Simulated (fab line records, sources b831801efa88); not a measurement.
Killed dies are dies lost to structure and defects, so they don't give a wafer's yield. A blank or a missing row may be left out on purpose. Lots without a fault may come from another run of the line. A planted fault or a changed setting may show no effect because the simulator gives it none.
A struck lot beside a sound one | flow sky130 | 17 steps out of a route of 708
Sound: wafers L290.1, L290.2, L290.5. Struck: wafers L303.1, L303.3, L303.5. The cause comes at the end.
At each step with rows: each side's tool, then ch and its chambers, then its first start. Under that, the readings that differ: sound wafers | struck wafers | difference of the means | sigmas: that difference in standard deviations of wafers without a fault.
alike: readings whose means differ by less than 2 such deviations, and words and numbers that are the same on both sides. not compared: withheld readings, readings that some wafer has no value for, bounds like >300 that may hide the same value, and numbers for which the record gives no deviation and whose values overlap.
The two part at a step that has a row with sigmas, a row that says differs or no value, or rows on one side only. Numbers that don't overlap but have no deviation are shown without sigmas and don't part them. A reading that every wafer of one side lacks parts them only if that side has two wafers or more.

SKY_VT_ADJUST_HVTP_OVL_MEAS_08:
  sound on overlay-01, day 6 20:38; struck on overlay-02, day 9 11:34
  alike: VT_ADJUST_HVTP_OVL
then, 1 step without rows for these wafers: SKY_VT_ADJUST_HVTP_IMPLANT_09.
SKY_VT_ADJUST_HVTP_STRIP_10: strips in O2/N2.
  sound on plasma_asher-02 ch 0,1, day 6 20:50; struck on plasma_asher-04 ch 0,1, day 9 11:46
  alike: chamber_pressure_mTorr, drypump_motor_current_A, o2_flow_sccm, oes_product_au, strip_time_to_endpoint_s
  not compared: rf_hours_counter_h
SKY_VT_ADJUST_HVTP_TW_MEAS_11:
  sound on film_metro-02, day 6 20:56; struck on film_metro-03, day 9 11:52
  alike: VT_ADJUST_HVTP_TW
then, 7 steps without rows for these wafers: SKY_VT_ADJUST_LVTN_DEHYDRATE_00 (time 60 s); SKY_VT_ADJUST_LVTN_HMDS_01 (prime time 60 s); SKY_VT_ADJUST_LVTN_COAT_02 (resist thk 3000 nm); SKY_VT_ADJUST_LVTN_SOFTBAKE_03; SKY_VT_ADJUST_LVTN_EXPOSE_04 (exposes mask NWM COMPLEMENT LESS NATIVE, target cd 840 nm); SKY_VT_ADJUST_LVTN_PEB_05; SKY_VT_ADJUST_LVTN_DEVELOP_06 (develop time 60 s).
SKY_VT_ADJUST_LVTN_OVL_MEAS_07:
  sound on overlay-02, day 7 17:07; struck on overlay-02, day 10 09:58
  alike: VT_ADJUST_LVTN_OVL
SKY_VT_ADJUST_LVTN_IMPLANT_08:
  sound on implanter-03 ch 0, day 7 17:09; struck on implanter-03 ch 0, day 10 10:00
  alike: dose_ions_cm2
SKY_VT_ADJUST_LVTN_STRIP_09: strips in O2/N2.
  sound on plasma_asher-01 ch 0,1, day 7 17:18; struck on plasma_asher-01 ch 0,1, day 10 10:09
  alike: chamber_pressure_mTorr, drypump_motor_current_A, o2_flow_sccm, oes_product_au, strip_time_to_endpoint_s
  not compared: rf_hours_counter_h
SKY_VT_ADJUST_LVTN_TW_MEAS_10:
  sound on film_metro-01, day 7 17:24; struck on film_metro-02, day 10 10:15
  reading           | sound             | struck            | difference | sigmas
  VT_ADJUST_LVTN_TW | 247.2 244.2 245.6 | 225.0 225.6 225.1 | -20.4      | -7
then, 1 step without rows for these wafers: SKY_VT_ADJUST_LVTN_DEHYDRATE_11 (time 60 s).
-- the record jumps here: 39 days lie between the struck wafers' starts before and after (it left off in module VT_ADJUST_LVTN and takes up again in module PAD_OPEN, whose first step shown is number 708 of the route) --
SKY_PAD_OPEN_PROBE_99:
  sound on prober-02, day 46 15:33; struck on prober-01, day 49 01:23
  reading                                   | sound                | struck              | difference | sigmas
  model.etest.nfet_01v8.drive_ua_um_range   | 12.76 7.782 4.821    | 14.07 18.85 14.19   | +7.25      |
  model.etest.nfet_01v8_lvt.body_rise_v (V) | 0.1491 0.1496 0.1476 | 0.142 0.1387 0.1379 | -0.009     |
  alike: killed_at_M0_to_M3, killed_at_M4_up, killed_at_contacts, killed_at_front_end, killed_at_other, killed_dies, killed_open, killed_short
  not compared: model.etest.nfet_01v8_lvt.vt_sat_v, model.etest.nfet_01v8.vt_v_range

WHERE THEY PART
Only at SKY_VT_ADJUST_LVTN_TW_MEAS_10, within this record. Later steps at which nothing parts them and some readings are alike: SKY_PAD_OPEN_PROBE_99.

WHY: what the simulator had put in
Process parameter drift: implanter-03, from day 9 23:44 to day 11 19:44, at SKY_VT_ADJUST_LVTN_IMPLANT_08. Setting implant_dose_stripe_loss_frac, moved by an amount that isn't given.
